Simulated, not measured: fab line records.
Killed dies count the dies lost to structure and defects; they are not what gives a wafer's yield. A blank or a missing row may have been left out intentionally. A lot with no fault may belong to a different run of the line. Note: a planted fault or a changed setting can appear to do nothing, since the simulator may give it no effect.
fab line records    flow sfq_line
[record] lots = 5  wafers = 15  last_day = 80
route steps=325 shown M2@102 I2@103
lots untouched by any fault: they come from a run of this same line in which no faults occurred
start_h: hours from the record's opening day to when the first of the lot's shown wafers began    wait_h: hours since the lot's step before    " unchanged from the row above    L1.1+2: several wafers, shown together as one row    - no value present, or no start provided    * or withheld: withheld    < > ~ a bound
route shown NAME@n: a module of which the file shows steps, and the number in the route of the first    usual: mean/standard deviation taken from wafers without a fault    same: alike in all rows    chamber/n: place in a boat    sites: each site's reading    _std_site: standard deviation of those values    _edge_site: mean of outer sites minus mean of inner sites    radius_mm: for every site, how far away it sits from the centre of the wafer    mask NAME#n: copy n    behind: the most recent tool/chamber to have shaped the wafer    hold: why the lot was held/for how many hours/how that ended    device: the transistor (n, p or np) that didn't switch    end of line: the tests these same wafers got at the end of their route    where a step has no rows: the recipe by itself    killed: count of dies lost to structure and defects at first sort (not the wafer's yield)    map: a wafer's dies, x killed, . not, _ none there
set.NAME: the setting the step ran with; set.NAME@STEP: the setting that earlier step ran with    model.NAME: the simulator's own value behind a step, which no gauge read
a table for each step, a row for each wafer; lots at some steps of the route
services: when a tool's chamber went out of use (start_h, in hours from the record's first day, below 0 if earlier), for how many hours, and the reason
[[steps]]
[step SFQ_TRILAYER_M2_STRIP_SOLV_CLEAN_062]
[recipe] chemistry = NMP  temp_c = 70  time_s = 600
[step SFQ_TRILAYER_I2_DEP_PECVD_063]
[recipe] material = SiO2  temp_c = 150  time_s = 111.11  pressure_torr = 2.4  rf_w = 183.3  precursor = SiH4/N2O  target_thk_nm = 500
[usual] chamber_pressure_Torr = 2.400/0.0054  heater_power_w = 88/21  throttle_valve_pct = 24.2/0.73
lot.wafer  tool      chamber  start_h  wait_h  chamber_pressure_Torr  heater_power_w  throttle_valve_pct
L405.2     pecvd-04  1        771.11   0.0     2.407                  129             24.3
L405.4     "         2        "        "       2.394                  98              24.0
L405.5     "         1        "        "       2.412                  134             24.3
L409.1     pecvd-04  2        786.72   0.0     2.404                  96              23.6
L409.5     "         2        "        "       2.395                  100             23.8
L409.6     "         1        "        "       2.399                  122             24.1
L413.1     pecvd-04  1        832.16   0.0     2.397                  134             24.0
L413.3     "         0        "        "       2.396                  60              24.9
L413.5     "         2        "        "       2.401                  109             24.0
L416.3     pecvd-01  0        853.37   0.0     2.392                  91              24.9
L416.5     "         1        "        "       2.404                  79              25.6
L416.6     "         0        "        "       2.403                  78              24.8
L418.2     pecvd-02  2        879.10   0.0     2.407                  73              23.9
L418.4     "         0        "        "       2.402                  83              23.1
L418.6     "         2        "        "       2.397                  76              23.6
[step SFQ_TRILAYER_I2_CMP_CMP_064]
[recipe] material = SiO2  down_force_psi = 3  platen_rpm = 60  pad_velocity_m_s = 0.94248
[usual] motor_current_A = 10.0/0.87  retaining_ring_pressure_frac = 1.000/0.005  time_to_endpoint_s = 212/8.2
lot.wafer  tool    chamber  start_h  wait_h  motor_current_A  retaining_ring_pressure_frac  time_to_endpoint_s
L405.4     cmp-01  0        783.79   12.6    10.4             1.002                         206
L405.2     "       1        "        "       11.1             0.996                         204
L405.5     "       1        786.29   15.1    12.2             1.002                         207
L409.1     cmp-01  3        811.79   25.0    9.8              1.006                         214
L409.5     "       1        812.79   26.0    12.2             1.002                         200
L409.6     "       2        "        "       9.9              1.001                         208
L413.1     cmp-01  1        865.29   33.1    11.7             1.000                         207
L413.3     "       2        "        "       9.5              0.999                         208
L413.5     "       1        867.29   35.0    11.7             0.996                         210
L416.3     cmp-02  0        890.19   36.8    9.9              1.009                         201
L416.5     "       0        892.19   38.7    9.3              1.003                         209
L416.6     "       1        "        "       8.7              1.006                         228
L418.2     cmp-02  1        920.19   41.0    9.1              1.003                         220
L418.4     "       2        "        "       10.2             0.991                         213
L418.6     "       2        922.69   43.5    10.4             1.011                         214
[step SFQ_I2_BOW_MEAS_917]
[recipe] mode = bow
[usual] I2_BOW = 5/7.8
lot.wafer  tool           chamber  start_h  wait_h  I2_BOW[um]
L405.2     film_metro-04  -        786.81   2.0     -7
L405.4     "              -        "        "       -5
L405.5     "              -        "        "       -5
L409.1     film_metro-02  -        813.79   1.5     -15
L409.5     "              -        "        "       -9
L409.6     "              -        "        "       -8
L413.1     film_metro-02  -        867.79   2.0     -7
L413.3     "              -        "        "       -10
L413.5     "              -        "        "       -4
L416.3     film_metro-02  -        893.23   2.5     12
L416.5     "              -        "        "       8
L416.6     "              -        "        "       9
L418.2     film_metro-04  -        923.21   2.5     7
L418.4     "              -        "        "       4
L418.6     "              -        "        "       4
[step SFQ_TRILAYER_I2_METRO_MEASURE_065]
[usual] thk_nm = 199.7/1.2
lot.wafer  tool           chamber  start_h  wait_h  thk_nm
L405.2     film_metro-04  -        787.11   0.3     198.8
L405.4     "              -        "        "       198.7
L405.5     "              -        "        "       199.4
L409.1     film_metro-02  -        813.91   0.1     200.4
L409.5     "              -        "        "       199.4
L409.6     "              -        "        "       198.9
L413.1     film_metro-02  -        867.91   0.1     198.3
L413.3     "              -        "        "       200.0
L413.5     "              -        "        "       199.1
L416.3     film_metro-02  -        893.71   0.5     197.4
L416.5     "              -        "        "       197.7
L416.6     "              -        "        "       199.7
L418.2     film_metro-04  -        923.51   0.3     201.6
L418.4     "              -        "        "       199.5
L418.6     "              -        "        "       199.4
[step SFQ_TRILAYER_I2_VIA_LITHO_COAT_072]
[recipe] resist = BARC  spin_rpm = 3000  resist_thk_nm = 62
[step SFQ_TRILAYER_I2_VIA_LITHO_COAT_067]
[recipe] resist = KrF  spin_rpm = 3000  resist_thk_nm = 650
[step SFQ_TRILAYER_I2_VIA_LITHO_SOFTBAKE_071]
[recipe] temp_c = withheld  time_s = withheld  resist = KrF
[step SFQ_TRILAYER_I2_VIA_LITHO_EXPOSE_068]
[recipe] mask_id = I2  na = 0.6  source_shape = conventional  sigma_outer = 0.65  target_cd_nm = 500  dose_mj = 21.3
[step SFQ_TRILAYER_I2_VIA_LITHO_PEB_070]
[recipe] peb_temp_c = 115  peb_time_s = 60  resist = KrF
[step SFQ_TRILAYER_I2_VIA_LITHO_DEVELOP_069]
[recipe] time_s = 60  resist = KrF
[step SFQ_I2_OVL_MEAS_918]
[usual] I2_OVL = -2/5.8
lot.wafer  tool        chamber  start_h  wait_h  I2_OVL[nm]
L405.2     overlay-02  -        919.09   0.1     -3
L405.4     "           -        "        "       -8
L405.5     "           -        "        "       -6
L409.1     overlay-01  -        941.88   0.1     -7
L409.5     "           -        "        "       0
L409.6     "           -        "        "       -11
L413.1     overlay-01  -        988.73   0.1     -12
L413.3     "           -        "        "       -10
L413.5     "           -        "        "       -14
L416.3     overlay-01  -        1011.54  0.1     -6
L416.5     "           -        "        "       -6
L416.6     "           -        "        "       -5
L418.2     overlay-01  -        1041.66  0.1     -6
L418.4     "           -        "        "       -7
L418.6     "           -        "        "       -3
[step SFQ_TRILAYER_I2_VIA_BARC_OPEN_VIA_ETCH_096]
[recipe] mask_material = PR  chemistry = O2  target_depth_nm = 125  target = BARC  source_w = 500  bias_w = 80  pressure_mtorr = 30  time_s = 41.7
[usual] drypump_motor_current_A = 5.6/0.47  oes_product_au = 0.684/0.0047
lot.wafer  tool         chamber  start_h  wait_h  drypump_motor_current_A  oes_product_au  rf_hours_counter_h  model.KrF_of_TRILAYER_I2_VIA_LITHO_COAT_067.thk_nm
L405.2     rie_diel-02  1        919.12   0.0     5.7                      0.691           20                  573.9
L405.4     "            0        "        "       4.8                      0.681           9                   575.2
L405.5     "            1        "        "       5.7                      0.682           -                   578.7
L409.1     rie_diel-04  1        941.92   0.0     6.2                      0.686           6                   570.4
L409.5     "            0        "        "       5.5                      0.681           -                   572.6
L409.6     "            1        "        "       6.3                      0.687           -                   569.9
L413.1     rie_diel-04  0        988.77   0.0     5.5                      0.685           12                  569.8
L413.3     "            1        "        "       6.3                      0.689           7                   571
L413.5     "            1        "        "       6.2                      0.686           -                   570.9
L416.3     rie_diel-04  3        1011.57  0.0     5.6                      0.690           13                  573.3
L416.5     "            0        "        "       5.4                      0.682           -                   571.8
L416.6     "            3        "        "       5.6                      0.688           -                   573.8
L418.2     rie_diel-02  3        1041.69  0.0     6.2                      0.678           3                   573
L418.4     "            0        "        "       4.8                      0.682           -                   575.3
L418.6     "            3        "        "       6.2                      0.683           -                   571.8
[step SFQ_TRILAYER_I2_VIA_ETCH_VIA_ETCH_070]
[recipe] target = SiO2  stop_on = Nb  mask_material = PR  taper_deg = 20  chemistry = CHF3  target_depth_nm = 260  source_w = 500  bias_w = 80  pressure_mtorr = 30  time_s = withheld
[usual] drypump_motor_current_A = 5.6/0.47  oes_product_au = 0.854/0.0053
lot.wafer  tool         chamber  start_h  wait_h  drypump_motor_current_A  oes_product_au  model.KrF_of_TRILAYER_I2_VIA_LITHO_COAT_067.thk_nm
L405.2     rie_diel-02  1        919.16   0.0     5.7                      0.854           529.6
L405.4     "            0        "        "       4.8                      0.841           531.4
L405.5     "            1        "        "       5.7                      0.847           534.5
L409.1     rie_diel-04  1        941.96   0.0     6.3                      0.858           525.4
L409.5     "            0        "        "       5.4                      0.848           528
L409.6     "            1        "        "       6.2                      0.853           525
L413.1     rie_diel-04  0        988.81   0.0     5.5                      0.855           524.7
L413.3     "            1        "        "       6.3                      0.858           525.5
L413.5     "            1        "        "       6.2                      0.849           525.6
L416.3     rie_diel-04  3        1011.61  0.0     5.6                      0.846           529.3
L416.5     "            0        "        "       5.4                      0.845           527.4
L416.6     "            3        "        "       5.6                      0.855           529.5
L418.2     rie_diel-02  3        1041.73  0.0     6.2                      0.867           528
L418.4     "            0        "        "       4.8                      0.857           530.8
L418.6     "            3        "        "       6.1                      0.850           526.9
[step SFQ_TRILAYER_I2_VIA_STRIP_STRIP_071]
[recipe] gas = O2  power_w = 200  platen_temp_c = 40  overash_fraction = 0.65  chemistry = O2  pressure_mtorr = 50
[usual] drypump_motor_current_A = 5.5/0.57  oes_product_au = 0.999/0.0095
lot.wafer  tool          chamber  start_h  wait_h  drypump_motor_current_A  oes_product_au  rf_hours_counter_h
L405.2     rie_metal-04  0        919.27   -       6.2                      0.990           62
L405.4     "             1        "        "       5.0                      0.989           -
L405.5     "             1        "        "       5.0                      0.992           -
L409.1     rie_metal-02  1        942.07   -       6.0                      0.994           52
L409.5     "             0        "        "       4.8                      1.011           -
L409.6     "             1        "        "       6.0                      0.987           -
L413.1     rie_metal-02  1        988.92   -       6.0                      0.994           59
L413.3     "             1        "        "       6.0                      0.994           -
L413.5     "             0        "        "       4.9                      1.006           -
L416.3     rie_metal-04  1        1011.92  -       5.0                      0.990           -
L416.5     "             0        "        "       6.2                      0.996           -
L416.6     "             1        "        "       5.0                      1.004           -
L418.2     rie_metal-04  1        1041.85  -       5.0                      0.987           45
L418.4     "             0        "        "       6.2                      0.986           -
L418.6     "             0        "        "       6.3                      0.985           -
[[services]]
tool           chamber  start_h  hours  kind
rie_diel-04    0        760.55   9.2    repair
film_metro-02  -        777.08   0.4    pm
rie_diel-04    1        783.60   10.7   repair
rie_metal-04   -        786.78   0.5    repair
pecvd-04       -        786.80   2.8    pm
cmp-01         -        797.77   0.5    repair
rie_metal-04   -        804.67   0.2    repair
film_metro-02  -        810.32   0.6    pm
film_metro-02  -        815.11   0.7    pm
cmp-01         -        819.79   6.0    pm
pecvd-04       2        821.76   5.4    repair
rie_diel-04    0        825.81   17.3   repair
rie_diel-02    1        898.81   3.8    repair
rie_diel-04    0        902.64   4.3    repair
cmp-01         -        915.79   4.0    pm
film_metro-02  -        921.90   5.8    pm
pecvd-04       -        933.25   14.0   pm
rie_diel-04    -        937.97   2.8    pm
rie_diel-02    1        952.61   3.9    repair
cmp-01         -        972.14   0.5    repair
cmp-01         -        992.54   1.3    repair
rie_diel-04    0        1021.38  9.0    repair
rie_diel-04    1        1033.94  3.1    repair
rie_diel-04    1        1041.19  5.1    repair
[[key]]
first_sign none at tools or gauges
[model_effect] step = SFQ_TRILAYER_I2_VIA_BARC_OPEN_VIA_ETCH_096  value = KrF_of_TRILAYER_I2_VIA_LITHO_COAT_067.thk_nm  without = 571.8  struck = 578.7
[model_effect] step = SFQ_TRILAYER_I2_VIA_ETCH_VIA_ETCH_070  value = KrF_of_TRILAYER_I2_VIA_LITHO_COAT_067.thk_nm  without = 527.6  struck = 534.5
met_at SFQ_TRILAYER_I2_VIA_BARC_OPEN_VIA_ETCH_096
struck_wafers L405.5
[fault] kind = process_parameter_drift  tool = rie_diel-02  chamber = -  onset_h = 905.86  steps = SFQ_TRILAYER_I2_VIA_BARC_OPEN_VIA_ETCH_096  channel = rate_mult  offset = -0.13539  shape = step  end_h = 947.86  scope = struck_wafers_only
